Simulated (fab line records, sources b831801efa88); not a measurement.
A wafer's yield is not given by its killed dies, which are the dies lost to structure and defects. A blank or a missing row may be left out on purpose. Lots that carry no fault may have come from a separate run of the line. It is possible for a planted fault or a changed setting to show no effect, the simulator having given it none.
Tool commonality check || flow sky130 || 12 lots, 36 wafers sampled

== WHY THIS WAS OPENED ==
SKY_VT_ADJUST_HVTR_TW_MEAS_11, reading VT_ADJUST_HVTR_TW: flagged on 2 of 12 lots. No-fault wafers: 210.5, standard deviation 2.2.
Rule: a lot gets a flag if all its wafers with a number sit over 4 standard deviations from that mean, or if no wafer of it has a number. The other lots count as sound.

{"lot": "L310", "measured": "day 10 01:55", "on": "film-metro-04", "VT_ADJUST_HVTR_TW, wafer by wafer": "214.7 214.2 214.7", "flag": ""}
{"lot": "L311", "measured": "day 10 08:17", "on": "film-metro-04", "VT_ADJUST_HVTR_TW, wafer by wafer": "213.1 213.4 213.2", "flag": ""}
{"lot": "L313", "measured": "day 10 15:54", "on": "film-metro-04", "VT_ADJUST_HVTR_TW, wafer by wafer": "212.5 212.3 212.6", "flag": ""}
{"lot": "L314", "measured": "day 11 02:49", "on": "film-metro-01", "VT_ADJUST_HVTR_TW, wafer by wafer": "209.0 209.4 209.0", "flag": ""}
{"lot": "L316", "measured": "day 11 16:20", "on": "film-metro-01", "VT_ADJUST_HVTR_TW, wafer by wafer": "208.9 209.0 208.9", "flag": ""}
{"lot": "L319", "measured": "day 12 12:20", "on": "film-metro-04", "VT_ADJUST_HVTR_TW, wafer by wafer": "215.0 215.0 216.3", "flag": ""}
{"lot": "L320", "measured": "day 12 23:16", "on": "film-metro-04", "VT_ADJUST_HVTR_TW, wafer by wafer": "213.9 212.3 214.6", "flag": ""}
{"lot": "L321", "measured": "day 13 05:34", "on": "film-metro-01", "VT_ADJUST_HVTR_TW, wafer by wafer": "188.7 188.3 189.4", "flag": "FLAGGED"}
{"lot": "L324", "measured": "day 14 09:04", "on": "film-metro-01", "VT_ADJUST_HVTR_TW, wafer by wafer": "186.8 186.5 187.4", "flag": "FLAGGED"}
{"lot": "L330", "measured": "day 16 09:34", "on": "film-metro-03", "VT_ADJUST_HVTR_TW, wafer by wafer": "209.4 209.5 208.1", "flag": ""}
{"lot": "L331", "measured": "day 16 22:23", "on": "film-metro-01", "VT_ADJUST_HVTR_TW, wafer by wafer": "211.1 210.9 210.5", "flag": ""}
{"lot": "L332", "measured": "day 17 06:34", "on": "film-metro-03", "VT_ADJUST_HVTR_TW, wafer by wafer": "207.4 207.5 207.3", "flag": ""}
On average the flagged lots' numbers are 187.8, which is -22.7 against the usual, or -10 standard deviations.

== TOOL THAT RAN EACH LOT ==
3 process steps preceding the reading are held in the record, out of 708 steps in the route. Every cell lists first the tool, next ch and the chambers used by the sampled wafers, and last the start.
{"lot": "L310", "flag": "", "SKY_NWELL_RTA_28": "rtp-anneal-01 ch 0, day 5 18:05", "SKY_VT_ADJUST_HVTR_IMPLANT_09": "implanter-01 ch 0, day 10 01:40", "SKY_VT_ADJUST_HVTR_STRIP_10": "plasma-asher-03 ch 0,1, day 10 01:49"}
{"lot": "L311", "flag": "", "SKY_NWELL_RTA_28": "rtp-anneal-02 ch 0, day 6 01:03", "SKY_VT_ADJUST_HVTR_IMPLANT_09": "implanter-04 ch 0, day 10 08:02", "SKY_VT_ADJUST_HVTR_STRIP_10": "plasma-asher-01 ch 0,1, day 10 08:11"}
{"lot": "L313", "flag": "", "SKY_NWELL_RTA_28": "rtp-anneal-01 ch 0, day 6 06:26", "SKY_VT_ADJUST_HVTR_IMPLANT_09": "implanter-02 ch 0, day 10 15:39", "SKY_VT_ADJUST_HVTR_STRIP_10": "plasma-asher-01 ch 0,1, day 10 15:48"}
{"lot": "L314", "flag": "", "SKY_NWELL_RTA_28": "rtp-anneal-02 ch 0, day 6 16:18", "SKY_VT_ADJUST_HVTR_IMPLANT_09": "implanter-02 ch 0, day 11 02:34", "SKY_VT_ADJUST_HVTR_STRIP_10": "plasma-asher-04 ch 0,1, day 11 02:43"}
{"lot": "L316", "flag": "", "SKY_NWELL_RTA_28": "rtp-anneal-02 ch 0, day 7 02:50", "SKY_VT_ADJUST_HVTR_IMPLANT_09": "implanter-04 ch 0, day 11 16:05", "SKY_VT_ADJUST_HVTR_STRIP_10": "plasma-asher-03 ch 0,1, day 11 16:14"}
{"lot": "L319", "flag": "", "SKY_NWELL_RTA_28": "rtp-anneal-01 ch 0, day 7 18:53", "SKY_VT_ADJUST_HVTR_IMPLANT_09": "implanter-04 ch 0, day 12 12:05", "SKY_VT_ADJUST_HVTR_STRIP_10": "plasma-asher-01 ch 0,1, day 12 12:14"}
{"lot": "L320", "flag": "", "SKY_NWELL_RTA_28": "rtp-anneal-01 ch 0, day 8 02:47", "SKY_VT_ADJUST_HVTR_IMPLANT_09": "implanter-02 ch 0, day 12 23:01", "SKY_VT_ADJUST_HVTR_STRIP_10": "plasma-asher-03 ch 0, day 12 23:10"}
{"lot": "L321", "flag": "FLAGGED", "SKY_NWELL_RTA_28": "rtp-anneal-02 ch 0, day 8 09:37", "SKY_VT_ADJUST_HVTR_IMPLANT_09": "implanter-02 ch 0, day 13 05:20", "SKY_VT_ADJUST_HVTR_STRIP_10": "plasma-asher-03 ch 0,1, day 13 05:28"}
{"lot": "L324", "flag": "FLAGGED", "SKY_NWELL_RTA_28": "rtp-anneal-01 ch 0, day 9 09:32", "SKY_VT_ADJUST_HVTR_IMPLANT_09": "implanter-02 ch 0, day 14 08:51", "SKY_VT_ADJUST_HVTR_STRIP_10": "plasma-asher-03 ch 0,1, day 14 08:59"}
{"lot": "L330", "flag": "", "SKY_NWELL_RTA_28": "rtp-anneal-02 ch 0, day 11 00:17", "SKY_VT_ADJUST_HVTR_IMPLANT_09": "implanter-04 ch 0, day 16 09:19", "SKY_VT_ADJUST_HVTR_STRIP_10": "plasma-asher-03 ch 0,1, day 16 09:28"}
{"lot": "L331", "flag": "", "SKY_NWELL_RTA_28": "rtp-anneal-02 ch 0, day 11 10:50", "SKY_VT_ADJUST_HVTR_IMPLANT_09": "implanter-01 ch 0, day 16 22:08", "SKY_VT_ADJUST_HVTR_STRIP_10": "plasma-asher-04 ch 0,1, day 16 22:17"}
{"lot": "L332", "flag": "", "SKY_NWELL_RTA_28": "rtp-anneal-01 ch 0, day 11 16:35", "SKY_VT_ADJUST_HVTR_IMPLANT_09": "implanter-04 ch 0, day 17 06:20", "SKY_VT_ADJUST_HVTR_STRIP_10": "plasma-asher-04 ch 0,1, day 17 06:28"}
What the steps here do:
- SKY_NWELL_RTA_28: time 30 s.
- SKY_VT_ADJUST_HVTR_IMPLANT_09
- SKY_VT_ADJUST_HVTR_STRIP_10: strips in O2/N2.
- SKY_VT_ADJUST_HVTR_TW_MEAS_11

== FLAGGED OVER TOTAL, TOOL BY TOOL (the gauges that took the reading come last) ==
{"step": "SKY_NWELL_RTA_28", "tool": "rtp-anneal-01", "lots run": 6, "flagged": 1, "share of the flagged lots": "some", "sound lots run after its first flagged lot": "1 (L332)"}
{"step": "SKY_NWELL_RTA_28", "tool": "rtp-anneal-02", "lots run": 6, "flagged": 1, "share of the flagged lots": "some", "sound lots run after its first flagged lot": "2 (L330,L331)"}
{"step": "SKY_VT_ADJUST_HVTR_IMPLANT_09", "tool": "implanter-01", "lots run": 2, "flagged": 0, "share of the flagged lots": "none", "sound lots run after its first flagged lot": "-"}
{"step": "SKY_VT_ADJUST_HVTR_IMPLANT_09", "tool": "implanter-02", "lots run": 5, "flagged": 2, "share of the flagged lots": "all", "sound lots run after its first flagged lot": 0}
{"step": "SKY_VT_ADJUST_HVTR_IMPLANT_09", "tool": "implanter-04", "lots run": 5, "flagged": 0, "share of the flagged lots": "none", "sound lots run after its first flagged lot": "-"}
{"step": "SKY_VT_ADJUST_HVTR_STRIP_10", "tool": "plasma-asher-01", "lots run": 3, "flagged": 0, "share of the flagged lots": "none", "sound lots run after its first flagged lot": "-"}
{"step": "SKY_VT_ADJUST_HVTR_STRIP_10", "tool": "plasma-asher-03", "lots run": 6, "flagged": 2, "share of the flagged lots": "all", "sound lots run after its first flagged lot": "1 (L330)"}
{"step": "SKY_VT_ADJUST_HVTR_STRIP_10", "tool": "plasma-asher-04", "lots run": 3, "flagged": 0, "share of the flagged lots": "none", "sound lots run after its first flagged lot": "-"}
{"step": "SKY_VT_ADJUST_HVTR_TW_MEAS_11", "tool": "film-metro-01", "lots run": 5, "flagged": 2, "share of the flagged lots": "all", "sound lots run after its first flagged lot": "1 (L331)"}
{"step": "SKY_VT_ADJUST_HVTR_TW_MEAS_11", "tool": "film-metro-03", "lots run": 2, "flagged": 0, "share of the flagged lots": "none", "sound lots run after its first flagged lot": "-"}
{"step": "SKY_VT_ADJUST_HVTR_TW_MEAS_11", "tool": "film-metro-04", "lots run": 5, "flagged": 0, "share of the flagged lots": "none", "sound lots run after its first flagged lot": "-"}

== THE TABLE: WHAT IT ALLOWS ==
All flagged lots were run by 3 table rows, namely implanter-02 at SKY_VT_ADJUST_HVTR_IMPLANT_09, plasma-asher-03 at SKY_VT_ADJUST_HVTR_STRIP_10, film-metro-01 at SKY_VT_ADJUST_HVTR_TW_MEAS_11.
- implanter-02 at SKY_VT_ADJUST_HVTR_IMPLANT_09 ran 5 lots, 2 of them flagged. It ran its last sound lot, L320, at day 12 23:01 and its first flagged lot, L321, at day 13 05:20: a fault with its onset between the two fits. Its own readings lie more than 4 standard deviations out on every wafer of the flagged lots: dose-ions-cm2, faraday-current-uA.
- plasma-asher-03 at SKY_VT_ADJUST_HVTR_STRIP_10 ran 6 lots, 2 of them flagged. Sound lots followed the first flagged one (L330) on it, something a lasting fault affecting the whole tool could not allow.
- film-metro-01 at SKY_VT_ADJUST_HVTR_TW_MEAS_11 ran 5 lots, 2 of them flagged. Sound lots followed the first flagged one (L331) on it, something a lasting fault affecting the whole tool could not allow.
One tool is left: implanter-02 at SKY_VT_ADJUST_HVTR_IMPLANT_09.

== WHAT THE SIMULATOR HAD INSERTED ==
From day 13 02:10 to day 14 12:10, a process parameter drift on implanter-02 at SKY_VT_ADJUST_HVTR_IMPLANT_09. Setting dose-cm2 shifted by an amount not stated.
Lots struck among those shown: L321, L324. The same result came from the rule above.
